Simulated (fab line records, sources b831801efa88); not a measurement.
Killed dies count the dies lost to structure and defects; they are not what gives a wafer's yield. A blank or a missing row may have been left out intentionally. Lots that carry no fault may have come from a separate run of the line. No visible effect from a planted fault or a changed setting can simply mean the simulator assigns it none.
Chamber matching + flow gf180mcu + GF_V5_CMP_04 on cmp-02: 4 sister chambers
The step polishes SiO2. 4 wafers are shown with their chamber, then 8 later ones without.

== WAFERS, EACH WITH ITS CHAMBER ==
| wafer  | chamber | motor_current_A (A) |
|--------|---------|---------------------|
| L855.1 | 3       | 11.3                |
| L855.3 | 0       | 11.7                |
| L857.2 | 1       | 11.3                |
| L862.1 | 2       | 10.6                |

== WAFERS WITH NO CHAMBER GIVEN ==
| wafer  | motor_current_A (A) |
|--------|---------------------|
| L862.2 | 11.2                |
| L862.3 | 11.3                |
| L863.2 | 10.9                |
| L863.3 | 11.2                |
| L863.6 | 11.6                |
| L871.1 | 11.5                |
| L871.3 | 11.6                |
| L871.4 | 11.2                |

== EACH ONE'S CHAMBER ==
| wafer  | from the rows above          | in truth |
|--------|------------------------------|----------|
| L862.2 | can't be placed: 1 or 3      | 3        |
| L862.3 | can't be placed: 1 or 3      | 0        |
| L863.2 | can't be placed: 2 or 1 or 3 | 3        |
| L863.3 | can't be placed: 1 or 3      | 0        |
| L863.6 | can't be placed: 0 or 1 or 3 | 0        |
| L871.1 | can't be placed: 0 or 1 or 3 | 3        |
| L871.3 | can't be placed: 0 or 1 or 3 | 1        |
| L871.4 | can't be placed: 1 or 3      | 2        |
Correct placement for 0 of the 8. These rows do not allow placing 8 (true chamber among the candidates in 5). Wrongly placed: 0.
How it was worked out, from the rows above alone: a wafer's distance from a chamber is the root of the sum, over the readings, of the square of ((its reading less the chamber's mean) divided by the reading's scatter). If the next closest chamber is less than 2 further off than the closest, the wafer can't be placed; otherwise it belongs to the closest. A chamber's mean is the mean of its shown wafers. The scatter (one wafer shown for each chamber): square how far every hidden wafer sits from the nearest shown wafer, average those squares and take the square root.
